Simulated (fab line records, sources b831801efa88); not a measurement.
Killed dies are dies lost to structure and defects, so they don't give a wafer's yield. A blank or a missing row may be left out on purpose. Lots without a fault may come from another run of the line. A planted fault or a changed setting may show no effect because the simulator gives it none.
fab line records | flow sky130
record lots=5 wafers=15 last_day=49
route steps=708 shown POLY_CUT@317 SD_P@320 RES_XHIGH@332 SD_N@342 PAD_OPEN@708
lots that met no fault: from a run of the same line without faults
start_h: hours from the record's first day to the start of the lot's first wafer shown | wait_h: hours since the lot's step before | " the same as in the row above | L1.1+2: a row that stands for several wafers | - no value, or no start given | * or withheld: withheld | < > ~ a bound
route shown NAME@n: a module of which the file shows steps, and the number in the route of the first | usual: mean/standard deviation of fault-free wafers | same: alike in all rows | chamber/n: place in a boat | sites: the reading at each site | _std_site: their standard deviation | _edge_site: outer sites' mean less inner sites' | radius_mm: how far each site lies from the wafer's centre | mask NAME#n: copy n | behind: the tool/chamber that last shaped the wafer | hold: why the lot was held/for how many hours/how that ended | device: the transistor (n, p or np) that didn't switch | end of line: the same wafers' tests at the end of the route | a step without rows: its recipe alone | killed: dies lost to structure and defects at the first sort, not the wafer's yield | map: a wafer's dies, x killed, . not, _ none there
set.NAME: the setting as run; set.NAME@STEP: as run at that earlier step | model.NAME: the simulator's own value behind a step, which no gauge read
lots at some steps of the route; a table a step, a row a wafer
services: from which hour (start_h, from the record's first day; less than 0 if before it) a tool's chamber was out of use, for how many hours, and why
## steps
# step SKY_POLY_CUT_ETCH_10
# recipe chemistry=N2/H2 target=BARC ion_energy_ev=200 source_w=500 bias_w=100 pressure_mtorr=30 n2_flow_sccm=100 h2_flow_sccm=200 stop_on=SiO2 time_s=45.9 target_depth_a=600
# usual drypump_motor_current_A=5.7/0.56 oes_product_au=0.855/0.0043 throttle_valve_pct=13.225/0.0089
# columns lot.wafer tool chamber start_h wait_h drypump_motor_current_A oes_product_au rf_hours_counter_h throttle_valve_pct
L303.1 rie_diel-01 3 592.84 0.0 5.8 0.850 2 13.232
L303.3 " 0 " " 4.9 0.848 15 13.219
L303.5 " 2 " " 4.7 0.847 - 13.224
L304.1 rie_diel-04 1 596.94 0.0 6.2 0.853 68 13.231
L304.3 " 3 " " 5.8 0.861 3 13.215
L304.6 " 1 " " 6.2 0.852 - 13.223
L306.3 rie_diel-04 3 623.01 0.0 5.8 0.859 3 13.211
L306.4 " 3 " " 5.8 0.848 - 13.231
L306.5 " 2 " " 5.6 0.854 - 13.223
L309.2 rie_diel-03 1 643.64 0.0 5.8 0.856 7 13.219
L309.3 " 3 " " 4.8 0.855 12 13.211
L309.4 " 2 " " 5.8 0.860 52 13.236
L319.3 rie_diel-03 3 727.14 0.0 4.8 0.862 15 13.236
L319.5 " 0 " " 6.1 0.851 - 13.214
L319.6 " 1 " " 5.8 0.850 - 13.233
# step SKY_POLY_CUT_ETCH_11
# recipe target=Si3N4 chemistry=CF4/CH2F2/Ar stop_on=poly-Si source_w=600 bias_w=150 pressure_mtorr=40 cf4_flow_sccm=40 ch2f2_flow_sccm=20 Ar_flow_sccm=150 time_s=42.5 target_depth_a=600
# step SKY_POLY_CUT_STRIP_12
# recipe chemistry=O2/N2 power_w=1400 pressure_mtorr=1500 platen_temp_c=withheld o2_flow_sccm=3000 n2_flow_sccm=300 overash_fraction=0.5
# usual drypump_motor_current_A=5.4/0.33 o2_flow_sccm=3000/8.4 oes_product_au=0.453/0.0045 strip_time_to_endpoint_s=5.362/0.016
# columns lot.wafer tool chamber start_h wait_h drypump_motor_current_A o2_flow_sccm oes_product_au rf_hours_counter_h strip_time_to_endpoint_s
L303.1 plasma_asher-01 1 592.92 0.0 5.3 3006 0.453 45 5.369
L303.3 " 1 " " 5.3 2993 0.458 - 5.357
L303.5 " 1 " " 5.3 2994 0.445 - 5.369
L304.1 plasma_asher-04 1 597.02 0.0 5.1 3010 0.452 75 5.359
L304.3 " 1 " " 5.1 3014 0.454 - 5.351
L304.6 " 0 " " 5.2 3004 0.449 - 5.379
L306.3 plasma_asher-01 0 623.12 0.1 5.2 3004 0.453 - 5.375
L306.4 " 1 " " 5.4 2993 0.449 - 5.351
L306.5 " 0 " " 5.2 3008 0.449 - 5.357
L309.2 plasma_asher-01 0 643.72 0.0 5.2 2993 0.448 50 5.361
L309.3 " 1 " " 5.4 3003 0.462 - 5.366
L309.4 " 0 " " 5.2 3005 0.454 - 5.372
L319.3 plasma_asher-04 1 727.26 0.1 5.1 2995 0.450 - 5.338
L319.5 " 0 " " 5.2 3010 0.458 - 5.367
L319.6 " 1 " " 5.1 3001 0.450 - 5.364
# step SKY_SD_P_DEHYDRATE_00
# recipe temp_c=200 time_s=60
# step SKY_SD_P_HMDS_01
# recipe prime_time_s=60 prime_temp_c=120
# step SKY_SD_P_COAT_02
# recipe resist=NOVOLAK spin_rpm=3000 resist_thk_nm=1140
# step SKY_SD_P_SOFTBAKE_03
# recipe temp_c=90 time_s=60 resist=NOVOLAK
# step SKY_SD_P_EXPOSE_04
# recipe mask_id=PSDM na=0.6 source_shape=conventional sigma_outer=0.6 polarization=unpolarized target_cd_nm=380 dose_mj=138
# step SKY_SD_P_PEB_05
# recipe temp_c=withheld time_s=* resist=NOVOLAK
# step SKY_SD_P_DEVELOP_06
# recipe resist=NOVOLAK developer=TMAH develop_time_s=60 dev_temp_c=23
# step SKY_SD_P_CD_MEAS_07
# recipe target_cd_nm=380
# usual cd_nm=380.5/2.5
# columns lot.wafer tool chamber start_h wait_h cd_nm
L303.1 cd_sem-02 - 621.90 0.1 381.5
L303.3 " - " " 382.3
L303.5 " - " " 383.2
L304.1 cd_sem-01 - 626.03 0.1 377.1
L304.3 " - " " 377.9
L304.6 " - " " 377.3
L306.3 cd_sem-02 - 651.59 0.1 377.7
L306.4 " - " " 376.4
L306.5 " - " " 378.0
L309.2 cd_sem-02 - 671.82 0.1 380.0
L309.3 " - " " 381.4
L309.4 " - " " 381.6
L319.3 cd_sem-01 - 754.74 0.1 379.9
L319.5 " - " " 379.4
L319.6 " - " " 379.5
# step SKY_SD_P_OVL_MEAS_08
# usual SD_P_OVL=0.8/1.4
# columns lot.wafer tool chamber start_h wait_h SD_P_OVL[nm]
L303.1 overlay-02 - 622.02 0.1 3.7
L303.3 " - " " 2.6
L303.5 " - " " 3.2
L304.1 overlay-01 - 626.15 0.1 -0.2
L304.3 " - " " 1.2
L304.6 " - " " -0.9
L306.3 overlay-01 - 651.68 0.1 1.5
L306.4 " - " " 0.0
L306.5 " - " " -0.7
L309.2 overlay-01 - 671.93 0.1 -0.3
L309.3 " - " " 1.7
L309.4 " - " " 2.7
L319.3 overlay-02 - 754.83 0.1 3.1
L319.5 " - " " 2.1
L319.6 " - " " 2.8
# step SKY_SD_P_IMPLANT_09
# recipe species=BF2 energy_kev=20 dose_cm2=3e+15 tilt_deg=0
# usual beam_on_s=13.0/0.67
# same implant_ion_amu=49
# columns lot.wafer tool chamber start_h wait_h beam_on_s
L303.1 implanter-01 0 622.06 0.0 13.1
L303.3 " 0 " " 13.2
L303.5 " 0 " " 12.9
L304.1 implanter-02 0 626.19 0.0 13.3
L304.3 " 0 " " 13.8
L304.6 " 0 " " 13.3
L306.3 implanter-01 0 651.76 0.1 12.9
L306.4 " 0 " " 13.0
L306.5 " 0 " " 13.0
L309.2 implanter-04 0 671.98 0.0 11.6
L309.3 " 0 " " 12.1
L309.4 " 0 " " 11.6
L319.3 implanter-01 0 754.91 0.1 13.0
L319.5 " 0 " " 12.9
L319.6 " 0 " " 13.1
# step SKY_SD_P_STRIP_10
# recipe chemistry=O2/N2 power_w=1400 pressure_mtorr=1500 platen_temp_c=withheld o2_flow_sccm=3000 n2_flow_sccm=300 overash_fraction=0.5
# usual drypump_motor_current_A=5.9/0.4 o2_flow_sccm=3000/9.1 oes_product_au=0.617/0.0043 strip_time_to_endpoint_s=17.52/0.036
# columns lot.wafer tool chamber start_h wait_h drypump_motor_current_A o2_flow_sccm oes_product_au rf_hours_counter_h strip_time_to_endpoint_s
L303.1 plasma_asher-02 1 622.21 0.1 6.0 3001 0.613 19 17.60
L303.3 " 1 " " 6.0 2999 0.618 - 17.60
L303.5 " 0 " " 5.9 2997 0.615 - 17.53
L304.1 plasma_asher-02 0 626.34 0.1 6.0 2994 0.612 19 17.58
L304.3 " 0 " " 6.0 2981 0.627 - 17.59
L304.6 " 0 " " 5.9 2994 0.618 - 17.55
L306.3 plasma_asher-02 0 651.89 0.1 5.9 3003 0.616 - 17.54
L306.4 " 1 " " 5.9 3010 0.624 - 17.55
L306.5 " 0 " " 5.9 3001 0.620 - 17.58
L309.2 plasma_asher-01 1 672.11 0.1 5.3 2992 0.616 53 17.50
L309.3 " 0 " " 5.2 2987 0.610 - 17.46
L309.4 " 1 " " 5.3 2986 0.620 - 17.48
L319.3 plasma_asher-02 0 755.04 0.1 5.9 2988 0.613 - 17.51
L319.5 " 1 " " 6.0 3003 0.618 - 17.44
L319.6 " 0 " " 5.9 2988 0.618 - 17.55
# step SKY_SD_P_TW_MEAS_11
# usual SD_P_TW=2837/25
# columns lot.wafer tool chamber start_h wait_h SD_P_TW
L303.1 film_metro-03 - 622.31 0.1 2896
L303.3 " - " " 2895
L303.5 " - " " 2890
L304.1 film_metro-02 - 626.44 0.1 2791
L304.3 " - " " 2796
L304.6 " - " " 2806
L306.3 film_metro-02 - 651.98 0.1 2805
L306.4 " - " " 2817
L306.5 " - " " 2814
L309.2 film_metro-03 - 672.22 0.1 2882
L309.3 " - " " 2873
L309.4 " - " " 2875
L319.3 film_metro-02 - 755.13 0.1 2816
L319.5 " - " " 2784
L319.6 " - " " 2822
# step SKY_RES_XHIGH_DEHYDRATE_00
# recipe temp_c=200 time_s=60
# step SKY_RES_XHIGH_HMDS_01
# recipe prime_time_s=60 prime_temp_c=120
# step SKY_RES_XHIGH_COAT_02
# recipe resist=NOVOLAK spin_rpm=3000 resist_thk_nm=1140
# step SKY_RES_XHIGH_SOFTBAKE_03
# recipe temp_c=90 time_s=60 resist=NOVOLAK
# step SKY_RES_XHIGH_EXPOSE_04
# recipe mask_id=URPM na=0.6 source_shape=conventional sigma_outer=0.6 polarization=unpolarized target_cd_nm=1270 dose_mj=140
# step SKY_RES_XHIGH_PEB_05
# recipe temp_c=withheld time_s=* resist=NOVOLAK
# step SKY_RES_XHIGH_DEVELOP_06
# recipe resist=NOVOLAK developer=TMAH develop_time_s=60 dev_temp_c=23
# step SKY_RES_XHIGH_IMPLANT_07
# recipe species=BF2 energy_kev=20 dose_cm2=3.6e+14 tilt_deg=0
# step SKY_RES_XHIGH_STRIP_08
# recipe chemistry=O2/N2 power_w=1400 pressure_mtorr=1500 platen_temp_c=withheld o2_flow_sccm=3000 n2_flow_sccm=300 overash_fraction=0.5
# usual drypump_motor_current_A=5.4/0.42 o2_flow_sccm=2999/9.2 oes_product_au=0.711/0.0046 strip_time_to_endpoint_s=14.30/0.036
# columns lot.wafer tool chamber start_h wait_h drypump_motor_current_A o2_flow_sccm oes_product_au rf_hours_counter_h strip_time_to_endpoint_s
L303.1 plasma_asher-04 1 651.44 0.1 5.1 3002 0.716 81 14.28
L303.3 " 0 " " 5.2 2996 0.714 - 14.28
L303.5 " 1 " " 5.1 3022 0.708 - 14.29
L304.1 plasma_asher-04 1 655.28 0.1 5.1 3003 0.711 81 14.31
L304.3 " 1 " " 5.1 3006 0.719 - 14.30
L304.6 " 1 " " 5.1 2986 0.710 - 14.30
L306.3 plasma_asher-01 0 680.57 0.1 5.2 2995 0.719 - 14.27
L306.4 " 1 " " 5.4 3009 0.711 - 14.27
L306.5 " 0 " " 5.2 3014 0.713 - 14.29
L309.2 plasma_asher-04 0 700.44 0.1 5.2 2978 0.717 85 14.31
L309.3 " 0 " " 5.2 2985 0.708 - 14.29
L309.4 " 1 " " 5.1 2998 0.719 - 14.30
L319.3 plasma_asher-01 0 781.47 0.1 5.2 3002 0.714 - 14.27
L319.5 " 1 " " 5.3 2997 0.707 - 14.30
L319.6 " 0 " " 5.2 3000 0.711 - 14.32
# step SKY_RES_XHIGH_TW_MEAS_09
# usual RES_XHIGH_TW=1644/15
# columns lot.wafer tool chamber start_h wait_h RES_XHIGH_TW
L303.1 film_metro-02 - 651.54 0.1 1632
L303.3 " - " " 1621
L303.5 " - " " 1629
L304.1 film_metro-02 - 655.38 0.1 1626
L304.3 " - " " 1620
L304.6 " - " " 1631
L306.3 film_metro-02 - 680.65 0.1 1627
L306.4 " - " " 1621
L306.5 " - " " 1629
L309.2 film_metro-03 - 700.55 0.1 1656
L309.3 " - " " 1664
L309.4 " - " " 1659
L319.3 film_metro-04 - 781.55 0.1 1630
L319.5 " - " " 1633
L319.6 " - " " 1635
# step SKY_SD_N_DEHYDRATE_00
# recipe temp_c=200 time_s=60
# step SKY_SD_N_HMDS_01
# recipe prime_time_s=60 prime_temp_c=120
# step SKY_SD_N_COAT_02
# recipe resist=NOVOLAK spin_rpm=3000 resist_thk_nm=1140
# step SKY_SD_N_SOFTBAKE_03
# recipe temp_c=90 time_s=60 resist=NOVOLAK
# step SKY_SD_N_EXPOSE_04
# recipe mask_id=NSDM na=0.6 source_shape=conventional sigma_outer=0.6 polarization=unpolarized target_cd_nm=380 dose_mj=141
# step SKY_SD_N_PEB_05
# recipe temp_c=withheld time_s=* resist=NOVOLAK
# step SKY_SD_N_DEVELOP_06
# recipe resist=NOVOLAK developer=TMAH develop_time_s=60 dev_temp_c=23
# step SKY_SD_N_CD_MEAS_07
# recipe target_cd_nm=380
# usual cd_nm=379.7/2.6
# columns lot.wafer tool chamber start_h wait_h cd_nm
L303.1 cd_sem-01 - 679.88 0.1 382.2
L303.3 " - " " 382.3
L303.5 " - " " 382.2
L304.1 cd_sem-02 - 683.19 0.1 385.0
L304.3 " - " " 383.1
L304.6 " - " " 382.7
L306.3 cd_sem-01 - 708.49 0.1 384.5
L306.4 " - " " 383.4
L306.5 " - " " 381.7
L309.2 cd_sem-01 - 727.92 0.1 381.3
L309.3 " - " " 380.4
L309.4 " - " " 381.2
L319.3 cd_sem-02 - 808.07 0.1 380.3
L319.5 " - " " 382.0
L319.6 " - " " 381.3
# step SKY_SD_N_OVL_MEAS_08
# usual SD_N_OVL=-0.1/1.6
# columns lot.wafer tool chamber start_h wait_h SD_N_OVL[nm]
L303.1 overlay-02 - 680.00 0.1 2.4
L303.3 " - " " -1.0
L303.5 " - " " -0.1
L304.1 overlay-01 - 683.31 0.1 -4.0
L304.3 " - " " -2.3
L304.6 " - " " -1.6
L306.3 overlay-02 - 708.58 0.1 2.0
L306.4 " - " " 1.8
L306.5 " - " " 3.2
L309.2 overlay-01 - 728.03 0.1 -0.6
L309.3 " - " " -1.6
L309.4 " - " " -2.7
L319.3 overlay-02 - 808.17 0.1 2.8
L319.5 " - " " 2.0
L319.6 " - " " 3.1
# step SKY_SD_N_IMPLANT_09
# recipe species=As energy_kev=50 dose_cm2=4e+15 tilt_deg=0
# step SKY_SD_N_IMPLANT_10
# recipe species=P energy_kev=20 dose_cm2=1e+14 tilt_deg=0
# step SKY_SD_N_STRIP_11
# recipe chemistry=O2/N2 power_w=1400 pressure_mtorr=1500 platen_temp_c=withheld o2_flow_sccm=3000 n2_flow_sccm=300 overash_fraction=0.5
# usual drypump_motor_current_A=5.8/0.47 o2_flow_sccm=2998/8.3 oes_product_au=0.528/0.0042 strip_time_to_endpoint_s=22.56/0.047
# columns lot.wafer tool chamber start_h wait_h drypump_motor_current_A o2_flow_sccm oes_product_au rf_hours_counter_h strip_time_to_endpoint_s
L303.1 plasma_asher-04 1 680.34 0.1 5.1 3000 0.523 83 22.67
L303.3 " 0 " " 5.2 2989 0.526 - 22.66
L303.5 " 0 " " 5.2 2985 0.525 - 22.64
L304.1 plasma_asher-03 1 683.64 0.1 5.9 3012 0.530 100 22.54
L304.3 " 0 " " 6.5 2991 0.530 - 22.53
L304.6 " 1 " " 5.9 3012 0.527 - 22.58
L306.3 plasma_asher-02 0 708.94 0.1 5.9 3010 0.533 - 22.59
L306.4 " 1 " " 6.0 2997 0.528 - 22.58
L306.5 " 0 " " 5.9 3001 0.527 - 22.56
L309.2 plasma_asher-03 1 728.36 0.1 5.9 2994 0.534 104 22.54
L309.3 " 1 " " 5.9 3002 0.528 - 22.58
L309.4 " 0 " " 6.5 2988 0.530 - 22.52
L319.3 plasma_asher-02 1 808.52 0.1 6.0 3016 0.527 - 22.56
L319.5 " 1 " " 5.9 3004 0.525 - 22.57
L319.6 " 0 " " 5.9 2990 0.534 - 22.52
# step SKY_SD_N_TW_MEAS_12
# usual SD_N_TW=3985/35
# columns lot.wafer tool chamber start_h wait_h SD_N_TW
L303.1 film_metro-02 - 680.44 0.1 3959
L303.3 " - " " 3947
L303.5 " - " " 3927
L304.1 film_metro-02 - 683.74 0.1 3923
L304.3 " - " " 3946
L304.6 " - " " 3947
L306.3 film_metro-02 - 709.03 0.1 3989
L306.4 " - " " 3969
L306.5 " - " " 3978
L309.2 film_metro-04 - 728.47 0.1 3982
L309.3 " - " " 3968
L309.4 " - " " 3990
L319.3 film_metro-03 - 808.61 0.1 4012
L319.5 " - " " 4028
L319.6 " - " " 4032
# step SKY_SD_N_CLEAN_13
# recipe chemistry=SC1/SC2 mix=1:4:20 temp_c=70 time_s=150 dry=n2_spin
# step SKY_SD_N_RTA_14
# recipe temp_c=1075 time_s=2 idle_temp_c=650 ramp_up_c_per_s=150 ramp_down_c_per_s=90 ambient=N2
# step SKY_SD_N_RS_MEAS_16
# recipe thk_meas_gauge=four-point-probe
# usual SD_N_RS=68.57/0.1
# columns lot.wafer tool chamber start_h wait_h SD_N_RS[ohm/sq]
L303.1 film_metro-04 - 680.72 0.1 68.52
L303.3 " - " " 68.53
L303.5 " - " " 68.48
L304.1 film_metro-02 - 684.08 0.1 68.57
L304.3 " - " " 68.64
L304.6 " - " " 68.38
L306.3 film_metro-02 - 709.33 0.1 68.57
L306.4 " - " " 68.55
L306.5 " - " " 68.51
L309.2 film_metro-04 - 728.76 0.1 68.53
L309.3 " - " " 68.53
L309.4 " - " " 68.54
L319.3 film_metro-04 - 808.91 0.1 68.61
L319.5 " - " " 68.50
L319.6 " - " " 68.73
# step SKY_PAD_OPEN_PROBE_99
# usual killed_at_M0_to_M3=44/7 killed_at_M4_up=3.2/1.8 killed_at_contacts=24/5.1 killed_at_front_end=15/4.3 killed_at_other=0.3/0.5 killed_dies=86/9.6 killed_open=48/7.1 killed_short=38/6.7
# same gross_dies=492 killed_at_back_side=0
# columns lot.wafer tool chamber start_h wait_h killed_at_M0_to_M3 killed_at_M4_up killed_at_contacts killed_at_front_end killed_at_other killed_dies killed_open killed_short model.etest.res_high_po.rs_ohm_sq_range model.etest.res_pdiff.rs_ohm_sq_range
L303.1 prober-01 - 1101.88 0.1 42 3 24 12 0 81 44 37 13.96 9.233
L303.3 prober-01 - 1101.98 0.2 41 3 27 17 0 88 51 37 12.2 7.851
L303.5 prober-01 - 1102.08 0.2 38 0 22 24 0 84 46 38 12.31 6.887
L304.1 prober-02 - 1102.36 0.1 46 3 24 13 0 86 53 32 5.88 3.059
L304.3 prober-02 - 1102.46 0.2 55 2 36 14 0 107 51 56 5.985 3.501
L304.6 prober-02 - 1102.61 0.2 51 3 27 11 1 93 49 44 6.423 4.21
L306.3 prober-02 - 1121.26 0.2 43 6 24 18 1 92 53 39 4.283 3.51
L306.4 prober-02 - 1121.31 0.2 46 2 19 17 0 84 50 34 5.404 4.149
L306.5 prober-02 - 1121.36 0.2 40 3 37 17 0 97 52 45 3.815 5.985
L309.2 prober-01 - 1134.10 0.1 48 2 16 18 0 84 44 39 11.21 7.049
L309.3 prober-01 - 1134.15 0.2 43 4 24 13 2 86 46 40 10.04 7.151
L309.4 prober-01 - 1134.20 0.2 54 7 26 11 0 98 47 51 13.41 5.563
L319.3 prober-01 - 1186.60 0.2 32 4 37 18 0 91 52 39 12.87 7.019
L319.5 prober-01 - 1186.70 0.2 37 4 27 8 1 77 43 34 41.09 12.87
L319.6 prober-01 - 1186.75 0.2 51 1 24 13 0 89 48 41 9.66 7.063
# killed by level:class
L303.1 VIA1:geometric_particle:open=11 CONTACT:geometric_particle:open=8 VIA3:geometric_particle:open=7 VIA1:geometric_particle:short=7 LI_CONTACT:geometric_particle:short=6 FIELD_ISO:geometric_particle:short=5 LI_CONTACT:geometric_particle:open=5 VIA2:geometric_particle:open=5
L303.3 VIA1:geometric_particle:open=12 CONTACT:geometric_particle:open=9 VIA2:geometric_particle:open=8 LI_CONTACT:geometric_particle:open=7 LI_CONTACT:geometric_particle:short=6 METAL2:geometric_particle:short=6 FIELD_ISO:geometric_particle:short=4 POLY_GATE:geometric_particle:open=4
L303.5 VIA1:geometric_particle:open=13 FIELD_ISO:geometric_particle:open=7 FIELD_ISO:geometric_particle:short=5 LI_CONTACT:geometric_particle:open=5 LOCAL_INTERCONNECT:geometric_particle:short=5 CONTACT:geometric_particle:open=5 METAL1:geometric_particle:short=5 POLY_GATE:geometric_particle:open=4
L304.1 CONTACT:geometric_particle:open=10 VIA1:geometric_particle:open=10 VIA3:geometric_particle:open=9 LI_CONTACT:geometric_particle:open=6 CONTACT:geometric_particle:short=6 VIA2:geometric_particle:short=5 METAL1:geometric_particle:short=5 VIA2:geometric_particle:open=5
L304.3 CONTACT:geometric_particle:open=15 METAL1:geometric_particle:short=10 VIA1:geometric_particle:open=9 VIA1:geometric_particle:short=8 LI_CONTACT:geometric_particle:open=7 CONTACT:geometric_particle:short=7 METAL2:geometric_particle:short=6 VIA3:geometric_particle:open=6
L304.6 CONTACT:geometric_particle:open=11 VIA1:geometric_particle:open=11 METAL1:geometric_particle:short=7 VIA2:geometric_particle:open=7 VIA3:geometric_particle:open=7 LI_CONTACT:geometric_particle:open=6 LOCAL_INTERCONNECT:geometric_particle:short=5 VIA1:geometric_particle:short=5
L306.3 VIA1:geometric_particle:open=15 CONTACT:geometric_particle:short=8 FIELD_ISO:geometric_particle:short=7 CONTACT:geometric_particle:open=7 FIELD_ISO:geometric_particle:open=6 VIA2:geometric_particle:open=6 LI_CONTACT:geometric_particle:open=6 VIA3:geometric_particle:open=5
L306.4 VIA1:geometric_particle:open=13 METAL2:geometric_particle:short=7 CONTACT:geometric_particle:open=7 VIA3:geometric_particle:open=6 LI_CONTACT:geometric_particle:open=5 VIA1:geometric_particle:short=5 FIELD_ISO:geometric_particle:open=4 POLY_CUT:geometric_particle:open=3
L306.5 CONTACT:geometric_particle:open=14 VIA1:geometric_particle:open=11 LI_CONTACT:geometric_particle:open=9 POLY_GATE:geometric_particle:short=8 VIA2:geometric_particle:open=7 METAL1:geometric_particle:short=6 CONTACT:geometric_particle:short=5 VIA1:geometric_particle:short=5
L309.2 VIA1:geometric_particle:open=8 VIA3:geometric_particle:open=8 METAL1:geometric_particle:short=7 FIELD_ISO:geometric_particle:open=6 LI_CONTACT:geometric_particle:open=6 VIA2:geometric_particle:open=6 VIA1:geometric_particle:short=5 POLY_GATE:geometric_particle:open=4
L309.3 VIA1:geometric_particle:open=11 CONTACT:geometric_particle:open=8 VIA2:geometric_particle:open=8 VIA1:geometric_particle:short=8 FIELD_ISO:geometric_particle:short=6 LI_CONTACT:geometric_particle:open=6 LOCAL_INTERCONNECT:geometric_particle:short=5 VIA3:geometric_particle:open=5
L309.4 CONTACT:geometric_particle:open=16 METAL1:geometric_particle:short=10 VIA1:geometric_particle:open=9 METAL2:geometric_particle:short=6 VIA2:geometric_particle:short=6 VIA3:geometric_particle:open=6 METAL4:geometric_particle:short=6 POLY_GATE:geometric_particle:short=5
L319.3 LI_CONTACT:geometric_particle:open=13 CONTACT:geometric_particle:open=8 VIA1:geometric_particle:open=8 LOCAL_INTERCONNECT:geometric_particle:short=7 VIA3:geometric_particle:open=7 CONTACT:geometric_particle:short=6 FIELD_ISO:geometric_particle:open=4 POLY_GATE:geometric_particle:open=4
L319.5 VIA1:geometric_particle:open=11 LI_CONTACT:geometric_particle:open=8 CONTACT:geometric_particle:open=8 METAL2:geometric_particle:short=8 LOCAL_INTERCONNECT:geometric_particle:short=5 VIA2:geometric_particle:open=4 VIA3:geometric_particle:open=4 METAL4:geometric_particle:short=4
L319.6 VIA2:geometric_particle:open=11 CONTACT:geometric_particle:open=8 VIA1:geometric_particle:open=7 VIA3:geometric_particle:open=7 CONTACT:geometric_particle:short=6 VIA2:geometric_particle:short=6 LOCAL_INTERCONNECT:geometric_particle:short=5 METAL2:geometric_particle:short=5
## services
# columns tool chamber start_h hours kind
rie_diel-04 2 570.09 10.5 repair
implanter-01 - 578.78 3.4 repair
rie_diel-04 3 579.32 2.9 repair
implanter-02 - 587.14 2.0 repair
plasma_asher-03 - 591.78 4.2 repair
rie_diel-04 1 609.43 - clean
rie_diel-04 1 609.43 19.7 scheduled_down
rie_diel-04 1 609.43 19.7 vent_cycle
rie_diel-03 0 612.26 26.1 repair
rie_diel-03 - 622.73 2.8 pm
rie_diel-03 2 641.85 1.4 repair
rie_diel-04 1 648.13 15.9 repair
implanter-04 - 656.48 0.6 repair
plasma_asher-04 - 681.56 2.1 repair
implanter-01 - 681.59 2.2 repair
rie_diel-03 2 720.75 - clean
rie_diel-03 2 720.75 21.3 scheduled_down
plasma_asher-03 - 733.75 9.0 pm
plasma_asher-04 - 749.36 3.9 repair
rie_diel-04 0 765.33 3.4 repair
implanter-02 - 776.17 3.9 pm
rie_diel-04 - 777.10 0.4 repair
implanter-04 - 787.86 4.1 repair
implanter-04 - 808.06 1.3 repair
## key
first_sign none at tools or gauges
model_effect step=SKY_PAD_OPEN_PROBE_99 value=etest.res_high_po.rs_ohm_sq_range without=16.68 struck=41.09
met_at SKY_SD_P_IMPLANT_09
struck_wafers L319.5
tester_left_out L319
onset_between 651.76 754.91
fault kind=process_parameter_drift tool=implanter-01 chamber=- onset_h=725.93 steps=SKY_SD_P_IMPLANT_09 channel=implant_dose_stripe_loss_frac offset=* shape=step end_h=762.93 scope=struck_wafers_only
# tester_left_out: of these lots the tester's yield and bins aren't shown, on N5 and GAA mostly nor the transistor test; their killed dies are dies lost to structure and defects alone, not to doping, threshold or leakage, so they don't give the yield
